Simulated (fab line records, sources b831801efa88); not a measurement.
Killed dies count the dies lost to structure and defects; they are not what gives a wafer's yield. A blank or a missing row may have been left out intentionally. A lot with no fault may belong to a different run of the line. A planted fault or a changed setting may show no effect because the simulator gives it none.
Code-filled problem report in 8D (eight disciplines) form	flow gf180mcu	the parts of the form that need people (team, actions taken, sign-off) are left out

== 1. WHAT WENT WRONG ==
Mean of rf fwd power W at GF_M5_ETCH_09: 913 W across 6 wafers in 2 lots; on wafers with no fault it is 786 W (standard deviation 4.2). Relative to the usual mean, that is a shift of +30 standard deviations.
The step: etches Si3N4 in CF4/O2, target depth 52 nm, time 11.6 s.
First seen on wafer L766.2, day 29 05:29, on rie diel-01. Wafers with a number at this step in the record: 36, from 12 lots. Rule for "out", or "out of limits": more than 4 standard deviations from the usual mean. All remaining wafers that have a number are taken as sound.

== 2. WHAT IT IS; WHAT IT IS NOT ==
question	is	is not
which readings at this step	rf fwd power W, oes product au	drypump motor current A
which lots	L766, L768	L758, L759, L760, L761, L763, L765, L774, L775, L778, L781
which wafers of those lots	all that have a number	-
read on which tools	rie diel-01	rie diel-03, rie diel-04
when	from day 29 05:29	up to then (18 sound wafers); but 12 sound wafers of L774, L775, L778, L781 came after

== 3. WHAT RULES OUT EACH SUSPECT ==
Counting: any tool at a process step up to the reading is kept as a suspect provided that every lot that is out went through it and no sound lot did after the first of them.
- rie diel-01 at GF_M5_ETCH_09 (etches Si3N4 in CF4/O2, target depth 52 nm, time 11.6 s): kept. It ran every lot that is out, first L766 (day 29 05:29), and no sound lot after that. On those wafers its own readings are out: oes product au, rf fwd power W.
Left after counting: rie diel-01 at GF_M5_ETCH_09.

== 4. THE CAUSE (what the simulator had put in) ==
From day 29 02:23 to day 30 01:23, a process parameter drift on rie diel-01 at GF_M5_ETCH_09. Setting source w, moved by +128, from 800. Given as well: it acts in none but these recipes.
After counting, this tool was the only one left.

== 5. SEQUENCE OF EFFECTS, ordered by route ==
Each row: a reading whose mean over the struck wafers that have a number lies more than 3 standard deviations from the usual. Only readings for which the record gives a usual standard deviation are gone through. hours: the time from each lot's start at the first step in this table that gives one to its start at this step, as a median over the lots. sigmas: the change in usual standard deviations.
hours	step	reading	usual	on struck wafers	change	sigmas
0	GF_M5_ETCH_09	oes product au	1.004 a.u.	1.088	+0.084	+9.4
0	GF_M5_ETCH_09	rf fwd power W	786 W	913	+127	+30
The process steps in it:
- GF_M5_ETCH_09: etches Si3N4 in CF4/O2, target depth 52 nm, time 11.6 s.

== 6. WHAT WOULD HAVE CAUGHT IT SOONER ==
3 hours passed between the start of the fault at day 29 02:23 and the first reading out of limits in this record, taken at day 29 05:29.
